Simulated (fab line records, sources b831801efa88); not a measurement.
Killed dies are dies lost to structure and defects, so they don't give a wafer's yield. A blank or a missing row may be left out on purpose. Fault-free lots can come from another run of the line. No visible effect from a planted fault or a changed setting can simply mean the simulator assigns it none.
Which of the tools did it? / flow sky130 / 14 lots, 42 wafers sampled, at 4 steps of a route of 708

== WHAT THE GAUGES READ, wafer by wafer ==
SKY_VIA1_CD_MEAS_12 targets a cd of 150 nm.
lot=L353; measured=day 34 01:50; on=cd-sem-02; cd-nm (nm)=150.7 149.6 147.8
lot=L354; measured=day 34 13:54; on=cd-sem-01; cd-nm (nm)=152.8 149.9 151.8
lot=L355; measured=day 34 20:39; on=cd-sem-02; cd-nm (nm)=153.0 153.8 151.3
lot=L357; measured=day 35 20:22; on=cd-sem-01; cd-nm (nm)=150.9 150.0 150.3
lot=L358; measured=day 36 08:11; on=cd-sem-02; cd-nm (nm)=148.7 148.4 148.9
lot=L362; measured=day 36 19:02; on=cd-sem-02; cd-nm (nm)=149.9 149.4 151.0
lot=L365; measured=day 37 18:56; on=cd-sem-01; cd-nm (nm)=148.7
lot=L370; measured=day 39 22:14; on=cd-sem-02; cd-nm (nm)=147.3 147.1 149.3
lot=L369; measured=day 40 01:01; on=cd-sem-02; cd-nm (nm)=148.5 151.2 150.2
lot=L372; measured=day 40 03:07; on=cd-sem-02; cd-nm (nm)=150.7 150.2 149.0
lot=L373; measured=day 40 07:45; on=cd-sem-02; cd-nm (nm)=151.4 151.6 150.0
lot=L374; measured=day 40 12:49; on=cd-sem-02; cd-nm (nm)=151.2 151.2 149.9
lot=L375; measured=day 40 19:32; on=cd-sem-01; cd-nm (nm)=150.1 151.2 153.2

SKY_VIA1_OVL_MEAS_13.
lot=L353; measured=day 34 01:57; on=overlay-01; VIA1_OVL (nm)=6 0 2
lot=L354; measured=day 34 14:00; on=overlay-02; VIA1_OVL (nm)=7 8 5
lot=L355; measured=day 34 20:45; on=overlay-02; VIA1_OVL (nm)=2 1 3
lot=L357; measured=day 35 20:29; on=overlay-01; VIA1_OVL (nm)=-1 7 -8
lot=L358; measured=day 36 08:17; on=overlay-01; VIA1_OVL (nm)=-3 1 -4
lot=L362; measured=day 36 19:08; on=overlay-02; VIA1_OVL (nm)=-1 -6 -7
lot=L365; measured=day 37 19:04; on=overlay-02; VIA1_OVL (nm)=-5
lot=L370; measured=day 39 22:19; on=overlay-01; VIA1_OVL (nm)=3 1 2
lot=L369; measured=day 40 01:08; on=overlay-02; VIA1_OVL (nm)=-4 3 -5
lot=L372; measured=day 40 03:14; on=overlay-01; VIA1_OVL (nm)=-2 1 2
lot=L373; measured=day 40 07:51; on=overlay-01; VIA1_OVL (nm)=0 -3 1
lot=L374; measured=day 40 12:53; on=overlay-01; VIA1_OVL (nm)=-4 -3 6
lot=L375; measured=day 40 19:39; on=overlay-01; VIA1_OVL (nm)=1 -3 0

== EACH LOT AND THE TOOL THAT RAN IT (in order: tool; ch and the chambers of the sampled wafers; start) ==
lot=L353; SKY_CONTACT_CMP_04=cmp-02 ch 0,2,3, day 30 13:55; SKY_CONTACT_ETCH_17=rie-diel-04 ch 0,2,3, day 31 17:27
lot=L354; SKY_CONTACT_CMP_04=cmp-02 ch 0,1,3, day 31 01:34; SKY_CONTACT_ETCH_17=rie-diel-04 ch 0,1, day 32 06:09
lot=L355; SKY_CONTACT_CMP_04=cmp-02 ch 0,2,3, day 31 09:17; SKY_CONTACT_ETCH_17=rie-diel-03 ch 0,3, day 32 12:33
lot=L357; SKY_CONTACT_CMP_04=cmp-01 ch 1,2,3, day 32 10:08; SKY_CONTACT_ETCH_17=rie-diel-02 ch 0,2,3, day 33 13:28
lot=L358; SKY_CONTACT_CMP_04=cmp-01 ch 0,1,2, day 32 22:19; SKY_CONTACT_ETCH_17=rie-diel-03 ch 0,2, day 34 01:19
lot=L362; SKY_CONTACT_CMP_04=cmp-02 ch 2,3, day 33 09:24; SKY_CONTACT_ETCH_17=rie-diel-03 ch 0,1,3, day 34 12:27
lot=L364; SKY_CONTACT_CMP_04=cmp-02 ch 1,2,3, day 34 02:43; SKY_CONTACT_ETCH_17=rie-diel-03 ch 1,2, day 35 04:51
lot=L365; SKY_CONTACT_CMP_04=cmp-02 ch 0,1,2, day 34 10:30; SKY_CONTACT_ETCH_17=rie-diel-04 ch 0,1,2, day 35 12:15
lot=L370; SKY_CONTACT_CMP_04=cmp-01 ch 1,2, day 36 15:40; SKY_CONTACT_ETCH_17=rie-diel-02 ch 0,3, day 37 17:51
lot=L369; SKY_CONTACT_CMP_04=cmp-01 ch 0,2,3, day 36 16:52; SKY_CONTACT_ETCH_17=rie-diel-04 ch 0,2,3, day 37 19:06
lot=L372; SKY_CONTACT_CMP_04=cmp-01 ch 1,2, day 36 19:13; SKY_CONTACT_ETCH_17=rie-diel-03 ch 0,1,3, day 37 22:00
lot=L373; SKY_CONTACT_CMP_04=cmp-01 ch 1,2,3, day 37 01:19; SKY_CONTACT_ETCH_17=rie-diel-04 ch 0,1, day 38 03:12
lot=L374; SKY_CONTACT_CMP_04=cmp-01 ch 0,3, day 37 05:33; SKY_CONTACT_ETCH_17=rie-diel-03 ch 0,1,3, day 38 07:33
lot=L375; SKY_CONTACT_CMP_04=cmp-02 ch 1,2,3, day 37 13:09; SKY_CONTACT_ETCH_17=rie-diel-02 ch 1,2,3, day 38 15:39
- SKY_CONTACT_CMP_04: polishes SiO2.
- SKY_CONTACT_ETCH_17: etches SiO2 in C4F8/O2/Ar, stops on Si3N4, target depth 340 nm.

== WHAT THE TOOLS THEMSELVES READ (means of the sampled wafers that have a number; where no wafer has one, the mark that the record gives instead) ==
SKY_CONTACT_CMP_04.
lot=L353; tool=cmp-02; head-pressure-psi (psi)=3.998; motor-current-A (A)=12.4; time-to-endpoint-s (s)=86
lot=L354; tool=cmp-02; head-pressure-psi (psi)=4.006; motor-current-A (A)=12.1; time-to-endpoint-s (s)=78
lot=L355; tool=cmp-02; head-pressure-psi (psi)=3.997; motor-current-A (A)=12.2; time-to-endpoint-s (s)=82
lot=L357; tool=cmp-01; head-pressure-psi (psi)=4.002; motor-current-A (A)=12.0; time-to-endpoint-s (s)=79
lot=L358; tool=cmp-01; head-pressure-psi (psi)=4.009; motor-current-A (A)=12.5; time-to-endpoint-s (s)=77
lot=L362; tool=cmp-02; head-pressure-psi (psi)=3.996; motor-current-A (A)=13.0; time-to-endpoint-s (s)=89
lot=L364; tool=cmp-02; head-pressure-psi (psi)=1.942; motor-current-A (A)=8.1; time-to-endpoint-s (s)=107
lot=L365; tool=cmp-02; head-pressure-psi (psi)=1.941; motor-current-A (A)=7.6; time-to-endpoint-s (s)=111
lot=L370; tool=cmp-01; head-pressure-psi (psi)=3.994; motor-current-A (A)=12.5; time-to-endpoint-s (s)=90
lot=L369; tool=cmp-01; head-pressure-psi (psi)=4.003; motor-current-A (A)=10.9; time-to-endpoint-s (s)=85
lot=L372; tool=cmp-01; head-pressure-psi (psi)=3.993; motor-current-A (A)=13.1; time-to-endpoint-s (s)=80
lot=L373; tool=cmp-01; head-pressure-psi (psi)=4.002; motor-current-A (A)=11.7; time-to-endpoint-s (s)=82
lot=L374; tool=cmp-01; head-pressure-psi (psi)=3.994; motor-current-A (A)=10.7; time-to-endpoint-s (s)=75
lot=L375; tool=cmp-02; head-pressure-psi (psi)=4.011; motor-current-A (A)=12.2; time-to-endpoint-s (s)=80

SKY_CONTACT_ETCH_17.
lot=L353; tool=rie-diel-04; oes-product-au (a.u.)=0.898
lot=L354; tool=rie-diel-04; oes-product-au (a.u.)=0.888
lot=L355; tool=rie-diel-03; oes-product-au (a.u.)=0.892
lot=L357; tool=rie-diel-02; oes-product-au (a.u.)=0.889
lot=L358; tool=rie-diel-03; oes-product-au (a.u.)=0.889
lot=L362; tool=rie-diel-03; oes-product-au (a.u.)=0.893
lot=L364; tool=rie-diel-03; oes-product-au (a.u.)=0.978
lot=L365; tool=rie-diel-04; oes-product-au (a.u.)=0.996
lot=L370; tool=rie-diel-02; oes-product-au (a.u.)=0.895
lot=L369; tool=rie-diel-04; oes-product-au (a.u.)=0.893
lot=L372; tool=rie-diel-03; oes-product-au (a.u.)=0.893
lot=L373; tool=rie-diel-04; oes-product-au (a.u.)=0.897
lot=L374; tool=rie-diel-03; oes-product-au (a.u.)=0.892
lot=L375; tool=rie-diel-02; oes-product-au (a.u.)=0.892

== THE ANSWER, worked out from the rows above alone ==
Rule: the usual values come from the lots themselves. Put in order of their means at a reading, lots are off if they are a third of the lots or fewer, leave a main group of 4 or more, and stand apart from it by a gap of 3 or more times the standard deviation of the main group's means; of several such gaps the widest counts. A main group whose means are all the same, to the digits that the tables above print for the reading, isn't used. Also off: a lot with no number at a reading for which 4 or more lots have one. Any other lot the step has rows for is counted as sound. First the gauges in route order, then the tools' own readings, where a lot's mean is used as printed above. At the first step where some lot is off, the reading lying furthest off is the one used; lots without a number count as furthest.
Off, at SKY_CONTACT_CMP_04 on head-pressure-psi: L364, L365. The main group: mean 4.000 psi, standard deviation 0.0058.
A tool fits if, at that step or a process step before it, it ran every lot that is off, and no sound lot after the first of them. None of those tried fits.

== WHAT THE SIMULATOR HAD INSERTED ==
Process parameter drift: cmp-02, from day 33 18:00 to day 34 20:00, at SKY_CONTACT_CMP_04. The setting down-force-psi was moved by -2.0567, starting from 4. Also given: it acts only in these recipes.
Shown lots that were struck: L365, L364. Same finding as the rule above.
